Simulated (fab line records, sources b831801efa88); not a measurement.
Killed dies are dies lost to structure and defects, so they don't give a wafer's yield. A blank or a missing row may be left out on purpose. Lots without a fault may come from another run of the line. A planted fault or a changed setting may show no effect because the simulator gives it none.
fab line records | flow sky130
record lots=6 wafers=18 last_day=50
route steps=708 shown VIA4@653 METAL5@661 PASSIVATION@681 PAD_OPEN@694
lots that met no fault: from a run of the same line without faults
start_h: hours from the record's first day to the start of the lot's first wafer shown | wait_h: hours since the lot's step before | " the same as in the row above | L1.1+2: a row that stands for several wafers | - no value, or no start given | * or withheld: withheld | < > ~ a bound
route shown NAME@n: a module of which the file shows steps, and the number in the route of the first | usual: mean/standard deviation of fault-free wafers | same: alike in all rows | chamber/n: place in a boat | sites: the reading at each site | _std_site: their standard deviation | _edge_site: outer sites' mean less inner sites' | radius_mm: how far each site lies from the wafer's centre | mask NAME#n: copy n | behind: the tool/chamber that last shaped the wafer | hold: why the lot was held/for how many hours/how that ended | device: the transistor (n, p or np) that didn't switch | end of line: the same wafers' tests at the end of the route | a step without rows: its recipe alone | killed: dies lost to structure and defects at the first sort, not the wafer's yield | map: a wafer's dies, x killed, . not, _ none there
set.NAME: the setting as run; set.NAME@STEP: as run at that earlier step | model.NAME: the simulator's own value behind a step, which no gauge read
lots at some steps of the route; a table a step, a row a wafer
services: from which hour (start_h, from the record's first day; less than 0 if before it) a tool's chamber was out of use, for how many hours, and why
## steps
# step SKY_VIA4_STRIP_14
# recipe chemistry=post_etch_residue_remover time_s=1200 temp_c=72.5
# step SKY_VIA4_CLEAN_15
# recipe chemistry=IPA time_s=180 temp_c=25
# step SKY_VIA4_CLEAN_16
# recipe chemistry=O3/DIW dry=n2_spin
# step SKY_VIA4_SPUTTER_17
# recipe material=TiN target_thk_nm=20 chamber_pressure_pa=5 power_w=4000 time_s=80
# step SKY_VIA4_CVD_18
# recipe material=W target_thk_nm=505 time_s=152.14 temp_c=400 pressure_torr=40
# usual heater_power_outer_w=540/70 heater_power_w=885/94
# columns lot.wafer tool chamber start_h wait_h heater_power_outer_w heater_power_w
L634.2 cvd_w-01 0 1050.77 0.0 614 978
L634.3 " 1 " " 542 885
L634.6 " 0 " " 616 1004
L637.2 cvd_w-02 1 1065.11 0.0 559 906
L637.3 " 1 " " 552 920
L637.4 " 0 " " 449 742
L640.3 cvd_w-01 1 1087.43 0.1 538 909
L640.4 " 0 " " 626 988
L640.6 " 0 " " 640 1028
L648.2 cvd_w-02 0 1145.21 0.0 428 741
L648.4 " 1 " " 549 923
L648.5 " 0 " " 442 763
L649.1 cvd_w-01 1 1146.69 0.0 562 904
L649.3 " 0 " " 614 1021
L649.4 " 1 " " 531 887
L651.2 cvd_w-02 1 1150.07 0.0 568 916
L651.4 " 1 " " 562 915
L651.5 " 0 " " 441 736
# step SKY_VIA4_RS_MEAS_19
# recipe thk_meas_gauge=four-point-probe reads=W_of_VIA4_CVD_18+TiN_of_VIA4_SPUTTER_17
# usual VIA4_W_RS=0.2266/0.0024
# columns lot.wafer tool chamber start_h wait_h VIA4_W_RS[ohm/sq]
L634.2 film_metro-04 - 1050.94 0.1 0.2276
L634.3 " - " " 0.2221
L634.6 " - " " 0.2260
L637.2 film_metro-01 - 1065.28 0.1 0.2270
L637.3 " - " " 0.2293
L637.4 " - " " 0.2291
L640.3 film_metro-01 - 1087.57 0.1 0.2249
L640.4 " - " " 0.2283
L640.6 " - " " 0.2244
L648.2 film_metro-02 - 1145.38 0.1 0.2257
L648.4 " - " " 0.2274
L648.5 " - " " 0.2242
L649.1 film_metro-01 - 1146.84 0.1 0.2261
L649.3 " - " " 0.2288
L649.4 " - " " 0.2277
L651.2 film_metro-01 - 1150.24 0.1 0.2273
L651.4 " - " " 0.2276
L651.5 " - " " 0.2244
# step SKY_VIA4_THK_MEAS_20
# recipe thk_meas_gauge=xrf reads=W_of_VIA4_CVD_18
# usual VIA4_W_THK=515/6.1
# columns lot.wafer tool chamber start_h wait_h VIA4_W_THK[nm]
L634.2 film_metro-04 - 1051.05 0.1 518
L634.3 " - " " 528
L634.6 " - " " 518
L637.2 film_metro-01 - 1065.39 0.1 512
L637.3 " - " " 508
L637.4 " - " " 508
L640.3 film_metro-01 - 1087.67 0.1 515
L640.4 " - " " 510
L640.6 " - " " 517
L648.2 film_metro-02 - 1145.49 0.1 513
L648.4 " - " " 510
L648.5 " - " " 517
L649.1 film_metro-01 - 1146.96 0.1 511
L649.3 " - " " 505
L649.4 " - " " 508
L651.2 film_metro-01 - 1150.35 0.1 512
L651.4 " - " " 511
L651.5 " - " " 516
# step SKY_VIA4_CMP_21
# recipe stop_on=SiO2 t_overpolish_s=25 down_force_psi=3.5 platen_rpm=60 target_thk_nm=0 pad_velocity_m_s=0.94248
# step SKY_METAL5_SPUTTER_00
# recipe material=Ti target_thk_nm=15 power_w=3000 time_s=10 chamber_pressure_pa=0.4
# step SKY_METAL5_SPUTTER_01
# recipe material=TiN target_thk_nm=20 power_w=6500 time_s=16.7 chamber_pressure_pa=0.4
# usual throttle_valve_pct=29.4/0.83
# columns lot.wafer tool chamber start_h wait_h throttle_valve_pct
L634.2 pvd_sputter-02 - 1051.43 0.0 28.5
L634.3 " - " " 30.4
L634.6 " - " " 30.0
L637.2 pvd_sputter-03 - 1065.77 0.0 29.9
L637.3 " - " " 30.2
L637.4 " - " " 30.1
L640.3 pvd_sputter-04 - 1088.03 0.0 30.6
L640.4 " - " " 28.6
L640.6 " - " " 30.5
L648.2 pvd_sputter-02 - 1145.91 0.0 29.6
L648.4 " - " " 28.2
L648.5 " - " " 29.3
L649.1 pvd_sputter-02 - 1147.34 0.0 28.4
L649.3 " - " " 29.9
L649.4 " - " " 28.5
L651.2 pvd_sputter-03 - 1150.72 0.0 28.2
L651.4 " - " " 29.8
L651.5 " - " " 27.9
# step SKY_METAL5_SPUTTER_02
# recipe material=AlCu target_thk_nm=1150 power_w=10600 time_s=61.2 chamber_pressure_pa=0.4
# step SKY_METAL5_SPUTTER_03
# recipe material=Ti target_thk_nm=5 power_w=3000 time_s=3.3 chamber_pressure_pa=0.4
# step SKY_METAL5_SPUTTER_04
# recipe material=TiN target_thk_nm=70 power_w=6500 time_s=58.3 chamber_pressure_pa=0.4
# usual throttle_valve_pct=29.4/0.85
# columns lot.wafer tool chamber start_h wait_h throttle_valve_pct
L634.2 pvd_sputter-02 - 1051.52 0.0 28.4
L634.3 " - " " 30.7
L634.6 " - " " 29.7
L637.2 pvd_sputter-03 - 1065.86 0.0 30.2
L637.3 " - " " 29.7
L637.4 " - " " 29.7
L640.3 pvd_sputter-04 - 1088.13 0.0 30.5
L640.4 " - " " 28.7
L640.6 " - " " 30.5
L648.2 pvd_sputter-02 - 1146.00 0.0 29.3
L648.4 " - " " 28.6
L648.5 " - " " 29.4
L649.1 pvd_sputter-02 - 1147.44 0.0 28.5
L649.3 " - " " 29.6
L649.4 " - " " 28.6
L651.2 pvd_sputter-03 - 1150.82 0.0 28.0
L651.4 " - " " 30.0
L651.5 " - " " 27.9
# step SKY_METAL5_RS_MEAS_05
# recipe thk_meas_gauge=four-point-probe reads=TiN_of_METAL5_SPUTTER_04+Ti_of_METAL5_SPUTTER_03+AlCu_of_METAL5_SPUTTER_02+TiN_of_METAL5_SPUTTER_01+Ti_of_METAL5_SPUTTER_00
# usual METAL5_ALCU_RS=0.0270/0.00034
# columns lot.wafer tool chamber start_h wait_h METAL5_ALCU_RS[ohm/sq]
L634.2 film_metro-03 - 1051.59 0.0 0.0267
L634.3 " - " " 0.0267
L634.6 " - " " 0.0265
L637.2 film_metro-04 - 1065.93 0.0 0.0269
L637.3 " - " " 0.0267
L637.4 " - " " 0.0267
L640.3 film_metro-01 - 1088.21 0.1 0.0270
L640.4 " - " " 0.0273
L640.6 " - " " 0.0274
L648.2 film_metro-01 - 1146.07 0.0 0.0274
L648.4 " - " " 0.0275
L648.5 " - " " 0.0276
L649.1 film_metro-03 - 1147.48 0.0 0.0271
L649.3 " - " " 0.0271
L649.4 " - " " 0.0272
L651.2 film_metro-03 - 1150.89 0.0 0.0265
L651.4 " - " " 0.0269
L651.5 " - " " 0.0272
# step SKY_METAL5_THK_MEAS_06
# recipe thk_meas_gauge=xrf reads=AlCu_of_METAL5_SPUTTER_02
# usual METAL5_ALCU_THK=1117/16
# columns lot.wafer tool chamber start_h wait_h METAL5_ALCU_THK[nm]
L634.2 film_metro-03 - 1051.70 0.1 1122
L634.3 " - " " 1123
L634.6 " - " " 1128
L637.2 film_metro-04 - 1066.04 0.1 1124
L637.3 " - " " 1136
L637.4 " - " " 1134
L640.3 film_metro-01 - 1088.31 0.1 1131
L640.4 " - " " 1118
L640.6 " - " " 1114
L648.2 film_metro-01 - 1146.18 0.1 1120
L648.4 " - " " 1107
L648.5 " - " " 1111
L649.1 film_metro-03 - 1147.60 0.1 1113
L649.3 " - " " 1120
L649.4 " - " " 1112
L651.2 film_metro-03 - 1151.00 0.1 1141
L651.4 " - " " 1123
L651.5 " - " " 1114
# step SKY_METAL5_DEHYDRATE_07
# recipe temp_c=200 time_s=60
# step SKY_METAL5_HMDS_08
# recipe prime_time_s=60 prime_temp_c=120
# step SKY_METAL5_COAT_09
# recipe resist=NOVOLAK spin_rpm=3000 resist_thk_nm=1800
# step SKY_METAL5_SOFTBAKE_10
# recipe temp_c=90 time_s=60 resist=NOVOLAK
# step SKY_METAL5_EXPOSE_11
# recipe mask_id=MM5 na=0.6 source_shape=conventional sigma_outer=0.6 polarization=unpolarized target_cd_nm=1600 dose_mj=190
# step SKY_METAL5_PEB_12
# recipe temp_c=withheld time_s=* resist=NOVOLAK
# step SKY_METAL5_DEVELOP_13
# recipe resist=NOVOLAK developer=TMAH develop_time_s=60 dev_temp_c=23
# step SKY_METAL5_DESCUM_14
# recipe chemistry=O2 source_power_w=150 bias_power_w=0 pressure_mtorr=10 temp_c=40 time_s=11
# usual drypump_motor_current_A=5.6/0.34 oes_product_au=0.998/0.0063
# columns lot.wafer tool chamber start_h wait_h drypump_motor_current_A oes_product_au rf_hours_counter_h
L634.2 rie_metal-04 0 1073.90 0.1 5.3 0.992 11
L634.3 " 0 " " 5.3 0.990 -
L634.6 " 1 " " 5.5 0.983 -
L637.2 rie_metal-01 1 1088.59 0.1 5.3 0.988 -
L637.3 " 1 " " 5.3 0.998 -
L637.4 " 1 " " 5.3 1.001 -
L640.3 rie_metal-04 1 1108.71 0.1 5.5 1.004 -
L640.4 " 0 " " 5.3 0.995 -
L640.6 " 0 " " 5.4 1.004 -
L648.2 rie_metal-04 1 1165.47 0.1 5.5 1.008 29
L648.4 " 1 " " 5.5 0.999 -
L648.5 " 0 " " 5.3 1.007 -
L649.1 rie_metal-04 0 1166.45 0.1 5.3 0.997 19
L649.3 " 1 " " 5.6 1.002 -
L649.4 " 0 " " 5.3 1.003 -
L651.2 rie_metal-01 1 1168.93 0.1 5.3 0.990 34
L651.4 " 0 " " 6.1 0.996 -
L651.5 " 1 " " 5.3 0.996 -
# step SKY_METAL5_METAL_ETCH_15
# recipe target_depth_a=12600 stop_on=SiO2 over_etch_frac=0.2 time_s=252 chemistry=Cl2/BCl3 resist_sidewall_deg=86 pressure_mtorr=10 icp_w=900 bias_w=48.5 Cl2_flow_sccm=60 bcl3_flow_sccm=30
# step SKY_METAL5_STRIP_16
# recipe chemistry=O2/N2 power_w=1400 pressure_mtorr=1500 platen_temp_c=withheld o2_flow_sccm=3000 n2_flow_sccm=300 overash_fraction=0.5
# step SKY_METAL5_STRIP_17
# recipe chemistry=post_etch_residue_remover time_s=1200 temp_c=72.5
# step SKY_METAL5_CLEAN_18
# recipe chemistry=IPA time_s=180 temp_c=25
# step SKY_METAL5_CLEAN_19
# recipe chemistry=O3/DIW dry=n2_spin
# step SKY_PASSIVATION_CVD_00
# recipe material=SiO2 target_thk_nm=90 temp_c=400 time_s=withheld rf_w=600
# usual heater_power_outer_w=366/54 heater_power_w=640/81
# columns lot.wafer tool chamber start_h wait_h heater_power_outer_w heater_power_w
L634.2 pecvd-01 0 1074.76 0.0 288 486
L634.3 " 1 " " 390 729
L634.6 " 1 " " 397 748
L637.2 pecvd-01 0 1089.79 0.0 212 400
L637.3 " 1 " " 396 752
L637.4 " 2 " " 460 755
L640.3 pecvd-04 1 1109.57 0.0 396 640
L640.4 " 1 " " 399 635
L640.6 " 2 " " 355 604
L648.2 pecvd-04 0 1166.42 0.0 340 615
L648.4 " 0 " " 340 637
L648.5 " 0 " " 342 632
L649.1 pecvd-03 1 1167.31 0.0 359 613
L649.3 " 2 " " 374 667
L649.4 " 1 " " 366 616
L651.2 pecvd-04 0 1169.80 0.0 407 725
L651.4 " 1 " " 382 673
L651.5 " 1 " " 385 637
# step SKY_PASSIVATION_THK_MEAS_01
# recipe reads=SiO2_of_PASSIVATION_CVD_00
# usual PASSIVATION_CVD_00_THK=90.0/1.3
# columns lot.wafer tool chamber start_h wait_h PASSIVATION_CVD_00_THK[nm]
L634.2 film_metro-01 - 1074.79 - 87.7
L634.3 " - " " 88.5
L634.6 " - " " 89.5
L637.2 film_metro-02 - 1089.83 - 88.4
L637.3 " - " " 90.1
L637.4 " - " " 89.6
L640.3 film_metro-03 - 1109.61 - 89.2
L640.4 " - " " 90.7
L640.6 " - " " 91.2
L648.2 film_metro-02 - 1166.47 - 89.2
L648.4 " - " " 89.8
L648.5 " - " " 90.9
L649.1 film_metro-03 - 1167.33 - 89.9
L649.3 " - " " 90.6
L649.4 " - " " 90.8
L651.2 film_metro-03 - 1169.85 - 88.4
L651.4 " - " " 90.4
L651.5 " - " " 91.3
# step SKY_PASSIVATION_CVD_02
# recipe material=Si3N4 target_thk_nm=540 temp_c=400 time_s=withheld rf_w=450
# step SKY_PASSIVATION_THK_MEAS_03
# recipe reads=Si3N4_of_PASSIVATION_CVD_02
# usual PASSIVATION_CVD_02_THK=541/7.6
# columns lot.wafer tool chamber start_h wait_h PASSIVATION_CVD_02_THK[nm]
L634.2 film_metro-01 - 1075.07 - 535
L634.3 " - " " 535
L634.6 " - " " 545
L637.2 film_metro-02 - 1090.22 - 536
L637.3 " - " " 542
L637.4 " - " " 548
L640.3 film_metro-01 - 1109.90 - 532
L640.4 " - " " 541
L640.6 " - " " 537
L648.2 film_metro-01 - 1166.75 - 534
L648.4 " - " " 531
L648.5 " - " " 537
L649.1 film_metro-01 - 1167.73 - 534
L649.3 " - " " 540
L649.4 " - " " 544
L651.2 film_metro-01 - 1170.13 - 547
L651.4 " - " " 555
L651.5 " - " " 537
# step SKY_PASSIVATION_DEHYDRATE_04
# recipe temp_c=200 time_s=60
# step SKY_PASSIVATION_HMDS_05
# recipe prime_time_s=60 prime_temp_c=120
# step SKY_PASSIVATION_COAT_06
# recipe spin_rpm=2000 resist_thk_nm=3000
# step SKY_PASSIVATION_SOFTBAKE_07
# recipe temp_c=110 time_s=withheld
# step SKY_PASSIVATION_EXPOSE_08
# recipe mask_id=NSM target_cd_nm=3000 na=0.57 dose_mj=260
# step SKY_PASSIVATION_PEB_09
# recipe temp_c=115 time_s=withheld
# step SKY_PASSIVATION_DEVELOP_10
# recipe develop_time_s=60 dev_temp_c=23
# step SKY_PASSIVATION_ETCH_11
# recipe chemistry=CF4/O2 target_depth_nm=725 stop_on=AlCu source_w=800 bias_w=150 pressure_mtorr=150 cf4_flow_sccm=80 O2_flow_sccm=10 time_s=161.1
# usual drypump_motor_current_A=5.7/0.38 oes_product_au=0.978/0.0076 throttle_valve_pct=5.965/0.009
# columns lot.wafer tool chamber start_h wait_h drypump_motor_current_A oes_product_au rf_hours_counter_h throttle_valve_pct
L634.2 rie_diel-03 3 1097.10 - 5.2 0.966 20 5.975
L634.3 " 2 " " 5.6 0.973 5 5.958
L634.6 " 0 " " 6.0 0.987 - 5.973
L637.2 rie_diel-02 2 1110.45 - 6.4 0.970 17 5.944
L637.3 " 0 " " 5.3 0.979 19 5.972
L637.4 " 3 " " 5.3 0.984 18 5.963
L640.3 rie_diel-01 3 1129.90 - 6.3 0.961 19 5.959
L640.4 " 2 " " 6.2 0.976 14 5.963
L640.6 " 0 " " 5.9 0.986 - 5.964
L648.2 rie_diel-02 3 1185.02 - 5.3 0.974 21 5.955
L648.4 " 0 " " 5.3 0.972 22 5.952
L648.5 " 3 " " 5.4 0.979 - 5.964
L649.1 rie_diel-02 3 1186.32 - 5.3 0.983 21 5.959
L649.3 " 1 " " 5.6 0.975 14 5.976
L649.4 " 0 " " 5.3 0.981 22 5.965
L651.2 rie_diel-03 2 1188.80 - 5.6 0.978 8 5.962
L651.4 " 2 " " 5.6 0.987 - 5.965
L651.5 " 2 " " 5.6 0.977 - 5.947
# step SKY_PASSIVATION_STRIP_12
# recipe chemistry=O2/N2 power_w=1400 pressure_mtorr=1500 platen_temp_c=withheld overash_fraction=0.7 o2_flow_sccm=3000 n2_flow_sccm=300
# step SKY_PAD_OPEN_DEHYDRATE_00
# recipe temp_c=200 time_s=60
# step SKY_PAD_OPEN_PROBE_99
# usual defect_limited_yield=82.6/1.7 killed_at_M0_to_M3=43/7 killed_at_M4_up=3.1/1.5 killed_at_contacts=23/4.9 killed_at_front_end=16/3.9 killed_at_other=0.3/0.52 killed_dies=86/8.2 killed_open=47/6.1 killed_short=38/5.8 sort_bin_3_pad_short=0.8/0.41 sort_bin_5_function=10.2/1.3 sort_bin_6_memory=6.4/1.1 sort_n_pass=406/8.2 sort_yield_pct=82.6/1.7
# same gross_dies=492 killed_at_back_side=0 sort_bin_4_leakage[%]=0 sort_bin_8_speed[%]=0
# columns lot.wafer tool chamber start_h wait_h defect_limited_yield[%] killed_at_M0_to_M3 killed_at_M4_up killed_at_contacts killed_at_front_end killed_at_other killed_dies killed_open killed_short sort_bin_3_pad_short[%] sort_bin_5_function[%] sort_bin_6_memory[%] sort_n_pass sort_yield_pct[%] model.etest.tester.sort_n_pass model.etest.tester.sort_yield_pct model.etest.tester.sort_bin_5_pct model.etest.tester.sort_bin_3_pct
L634.2 prober-02 - 1120.33 0.1 80.1 59 1 25 12 1 98 53 45 0.8 11.4 7.7 394 80.1 394 80.08 11.38 0.813
L634.3 prober-02 - 1120.38 0.2 82.3 49 1 25 11 1 87 47 40 0.8 10.8 6.1 405 82.3 405 82.32 10.77 0.813
L634.6 prober-02 - 1120.53 0.2 82.7 38 1 32 14 0 85 41 44 1.0 8.3 7.9 407 82.7 407 82.72 8.333 1.016
L637.2 prober-02 - 1133.37 0.1 82.9 50 4 16 14 0 84 39 45 1.0 9.8 6.3 408 82.9 408 82.93 9.756 1.016
L637.3 prober-02 - 1133.42 0.2 82.5 40 2 33 11 0 86 42 41 0.8 10.4 6.3 406 82.5 406 82.52 10.37 0.813
L637.4 prober-02 - 1133.47 0.2 82.5 42 2 28 14 0 86 51 35 0.4 9.8 7.3 406 82.5 406 82.52 9.756 0.4065
L640.3 prober-01 - 1153.24 0.2 80.1 46 5 23 23 1 98 47 50 0.8 12.0 7.1 394 80.1 394 80.08 11.99 0.813
L640.4 prober-01 - 1153.29 0.2 87.0 34 1 18 11 0 64 31 33 0.6 7.9 4.5 428 87.0 428 86.99 7.927 0.6098
L640.6 prober-01 - 1153.39 0.2 82.9 44 3 18 19 0 84 44 40 1.0 9.1 6.9 408 82.9 408 82.93 9.146 1.016
L648.2 prober-02 - 1205.31 0.1 71.1 41 61 26 13 1 142 46 39 5.3 16.5 7.1 350 71.1 350 71.14 16.46 5.285
L648.4 prober-02 - 1205.41 0.2 70.5 34 70 25 16 0 145 40 36 4.1 17.3 8.1 347 70.5 347 70.53 17.28 4.065
L648.5 prober-02 - 1205.46 0.2 71.3 41 61 22 17 0 141 42 40 5.5 16.7 6.5 351 71.3 351 71.34 16.67 5.488
L649.1 prober-01 - 1206.40 0.1 72.6 42 63 14 16 0 135 44 29 3.7 17.5 6.3 357 72.6 357 72.56 17.48 3.659
L649.3 prober-01 - 1206.50 0.2 77.4 43 31 21 16 0 111 40 42 2.0 13.4 7.1 381 77.4 381 77.44 13.41 2.033
L649.4 prober-01 - 1206.55 0.2 72.4 39 67 14 16 0 136 48 25 4.1 16.5 7.1 356 72.4 356 72.36 16.46 4.065
L651.2 prober-02 - 1208.75 0.1 82.7 36 2 25 21 1 85 42 43 0.8 10.2 6.3 407 82.7 407 82.72 10.16 0.813
L651.4 prober-02 - 1208.85 0.2 82.7 41 4 25 15 0 85 46 39 1.4 11.0 4.9 407 82.7 407 82.72 10.98 1.423
L651.5 prober-02 - 1208.90 0.2 84.1 38 6 22 12 0 78 44 34 1.4 9.8 4.7 414 84.1 414 84.15 9.756 1.423
# killed by level:class
L634.2 VIA1:geometric_particle:open=14 VIA3:geometric_particle:open=8 LI_CONTACT:geometric_particle:open=7 METAL1:geometric_particle:short=7 VIA2:geometric_particle:open=6 CONTACT:geometric_particle:short=6 METAL2:geometric_particle:short=6 FIELD_ISO:geometric_particle:open=5
L634.3 LI_CONTACT:geometric_particle:open=12 VIA1:geometric_particle:open=12 METAL1:geometric_particle:short=9 CONTACT:geometric_particle:open=7 VIA3:geometric_particle:short=5 METAL3:geometric_particle:short=5 FIELD_ISO:geometric_particle:short=4 METAL2:geometric_particle:short=4
L634.6 CONTACT:geometric_particle:open=16 VIA1:geometric_particle:open=8 VIA2:geometric_particle:short=7 LI_CONTACT:geometric_particle:open=7 METAL1:geometric_particle:short=6 CONTACT:geometric_particle:short=5 VIA1:geometric_particle:short=4 VIA2:geometric_particle:open=4
L637.2 METAL1:geometric_particle:short=9 VIA1:geometric_particle:open=9 METAL3:geometric_particle:short=7 VIA2:geometric_particle:open=6 CONTACT:geometric_particle:open=6 VIA1:geometric_particle:short=6 POLY_GATE:geometric_particle:open=4 LI_CONTACT:geometric_particle:open=4
L637.3 CONTACT:geometric_particle:open=10 VIA1:geometric_particle:open=8 LOCAL_INTERCONNECT:geometric_particle:short=7 CONTACT:geometric_particle:short=7 LI_CONTACT:geometric_particle:open=6 METAL1:geometric_particle:short=6 FIELD_ISO:geometric_particle:open=5 METAL2:geometric_particle:short=5
L637.4 VIA1:geometric_particle:open=16 LI_CONTACT:geometric_particle:open=9 CONTACT:geometric_particle:open=9 VIA1:geometric_particle:short=6 CONTACT:geometric_particle:short=6 VIA3:geometric_particle:open=5 FIELD_ISO:geometric_particle:short=4 FIELD_ISO:geometric_particle:open=4
L640.3 VIA1:geometric_particle:open=12 CONTACT:geometric_particle:open=9 POLY_GATE:geometric_particle:short=8 CONTACT:geometric_particle:short=7 POLY_GATE:geometric_particle:open=6 METAL1:geometric_particle:short=6 VIA1:geometric_particle:short=6 METAL2:geometric_particle:short=5
L640.4 VIA1:geometric_particle:open=7 FIELD_ISO:geometric_particle:short=5 LI_CONTACT:geometric_particle:open=5 CONTACT:geometric_particle:open=5 CONTACT:geometric_particle:short=4 METAL1:geometric_particle:short=4 VIA1:geometric_particle:short=4 METAL2:geometric_particle:short=4
L640.6 VIA1:geometric_particle:open=11 CONTACT:geometric_particle:open=10 METAL1:geometric_particle:short=7 FIELD_ISO:geometric_particle:short=6 FIELD_ISO:geometric_particle:open=5 LOCAL_INTERCONNECT:geometric_particle:short=4 VIA2:geometric_particle:short=4 VIA2:geometric_particle:open=4
L648.2 METAL5:unspecified=57 CONTACT:geometric_particle:open=12 METAL1:geometric_particle:short=10 VIA3:geometric_particle:open=9 VIA1:geometric_particle:open=8 CONTACT:geometric_particle:short=5 FIELD_ISO:geometric_particle:open=4 VIA2:geometric_particle:open=4
L648.4 METAL5:unspecified=68 LI_CONTACT:geometric_particle:open=7 CONTACT:geometric_particle:open=7 VIA2:geometric_particle:open=7 POLY_GATE:geometric_particle:short=6 METAL1:geometric_particle:short=6 FIELD_ISO:geometric_particle:open=5 CONTACT:geometric_particle:short=5
L648.5 METAL5:unspecified=58 CONTACT:geometric_particle:open=8 VIA1:geometric_particle:open=7 METAL2:geometric_particle:short=6 METAL1:geometric_particle:short=6 CONTACT:geometric_particle:short=5 VIA3:geometric_particle:open=5 FIELD_ISO:geometric_particle:open=4
L649.1 METAL5:unspecified=62 VIA1:geometric_particle:open=13 LI_CONTACT:geometric_particle:open=6 VIA2:geometric_particle:open=6 VIA3:geometric_particle:open=6 CONTACT:geometric_particle:open=4 METAL2:geometric_particle:short=4 POLY_GATE:geometric_particle:short=4
L649.3 METAL5:unspecified=29 LI_CONTACT:geometric_particle:open=9 VIA3:geometric_particle:open=9 METAL2:geometric_particle:short=8 VIA2:geometric_particle:open=8 CONTACT:geometric_particle:short=6 METAL1:geometric_particle:short=6 VIA1:geometric_particle:open=6
L649.4 METAL5:unspecified=63 VIA2:geometric_particle:open=14 CONTACT:geometric_particle:open=6 METAL3:geometric_particle:short=5 VIA3:geometric_particle:open=5 VIA1:geometric_particle:open=4 FIELD_ISO:geometric_particle:open=3 POLY_GATE:geometric_particle:short=3
L651.2 VIA2:geometric_particle:open=7 POLY_GATE:geometric_particle:short=6 CONTACT:geometric_particle:open=6 VIA3:geometric_particle:open=6 VIA1:geometric_particle:open=6 POLY_GATE:geometric_particle:open=5 LI_CONTACT:geometric_particle:open=5 METAL2:geometric_particle:short=5
L651.4 CONTACT:geometric_particle:open=9 VIA2:geometric_particle:open=9 VIA1:geometric_particle:open=7 VIA3:geometric_particle:open=7 LOCAL_INTERCONNECT:geometric_particle:short=6 METAL1:geometric_particle:short=5 FIELD_ISO:geometric_particle:open=4 LI_CONTACT:geometric_particle:open=4
L651.5 VIA1:geometric_particle:open=11 LI_CONTACT:geometric_particle:open=7 CONTACT:geometric_particle:open=7 CONTACT:geometric_particle:short=5 VIA2:geometric_particle:open=5 METAL4:geometric_particle:short=5 FIELD_ISO:geometric_particle:open=4 METAL1:geometric_particle:short=4
# map L648.4 (x killed, . not)
__________x..xx....._________
________...xxx........_______
______.......x......x..._____
_____.........xx.x.......____
____.x..x......x..........___
___..x.............xx...x..__
__.x....x..x...x.....x....x._
_...xx.xxx.xx.x........x.....
_..x..xxxxxx.xxx..........x..
_..xx.xxxxxxxxx.x....x....x..
_xx.xxxxxxxxxxx.....xx.......
_xx.xxxxxxxxxxx.x....x.x.....
_.....xxxxxxxxxx......xx.x...
_...xxxxxxxxxxx.x............
_..x.xxx.x.xxx............x..
__....x..............x.....x_
___....x...xx..............__
____..x.....xx...x..x.x...___
_____.....x.............x____
______.....x.x...x......_____
________.x.x.........._______
__________...x..x.x._________
# map L649.4 (x killed, . not)
__________x.x.....xx_________
________xx....x.x....._______
______x....x...x.x....x._____
_____......x.x.xx........____
____.........x.......x....___
___...x..........x......x..__
__xx.......x.....x..xx......_
_..x.x.xxx.....x..xx.........
_...x.xxxxxxxxx.....x........
_.....xxxxxxxxx..x.........x.
_...x.xxxxxxxx...............
_...xxxxxxxxxxx....xx.x.x....
_.....xxxxxxxxx.....x.......x
_.....xx.xxxxx....x......x.xx
_....x.xxxxxxx........x.x....
__.x...xxxx............x...._
___........................__
____...x..x.............x.___
_____...x.x....x...xx.x..____
______............x....._____
________.....xx..xx.x._______
__________.........x_________
## services
# columns tool chamber start_h hours kind
rie_metal-01 - 1028.09 14.6 pm
pecvd-01 0 1031.41 14.7 repair
rie_diel-02 - 1034.17 2.2 repair
rie_diel-03 0 1044.90 5.0 repair
pecvd-03 - 1049.37 4.3 pm
rie_diel-03 - 1052.01 2.8 pm
pecvd-04 - 1054.63 2.8 pm
rie_diel-01 - 1055.57 2.8 pm
rie_diel-01 3 1061.10 19.4 repair
cvd_w-02 0 1089.60 3.8 repair
rie_metal-01 1 1101.61 8.2 repair
cvd_w-02 1 1121.80 8.5 repair
pvd_sputter-03 - 1127.92 2.9 repair
rie_diel-03 1 1132.75 15.0 repair
cvd_w-01 0 1134.59 4.0 repair
rie_diel-03 3 1135.90 3.9 repair
pecvd-01 1 1138.55 4.6 repair
cvd_w-02 - 1141.79 2.8 pm
pecvd-03 0 1143.98 10.2 repair
pecvd-04 2 1146.20 7.8 repair
rie_diel-02 3 1151.52 1.8 repair
rie_diel-03 0 1152.94 44.9 repair
rie_diel-03 3 1173.26 21.0 repair
rie_diel-02 3 1176.31 4.2 repair
## key
first_sign step=SKY_PAD_OPEN_PROBE_99 reading=killed_at_M4_up direction=up sigmas=38 usual=3.1 struck=58.8
effect step=SKY_PAD_OPEN_PROBE_99 reading=sort_bin_3_pad_short direction=up sigmas=8 usual=0.8 struck=4.1
model_effect step=SKY_PAD_OPEN_PROBE_99 value=etest.tester.sort_n_pass without=405.3 struck=357
met_at SKY_METAL5_SPUTTER_04
struck_wafers L648.2,L648.4,L648.5,L649.1,L649.3,L649.4
onset_between 1051.52 1146.00
also_fits SKY_METAL5_SPUTTER_01:pvd_sputter-02,SKY_METAL5_DESCUM_14:rie_metal-04,SKY_PASSIVATION_ETCH_11:rie_diel-02
fault kind=chamber_particle_source tool=pvd_sputter-02 chamber=- onset_h=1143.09 steps=SKY_METAL5_SPUTTER_04 rate_per_visit_cm2=1.3237 end_h=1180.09
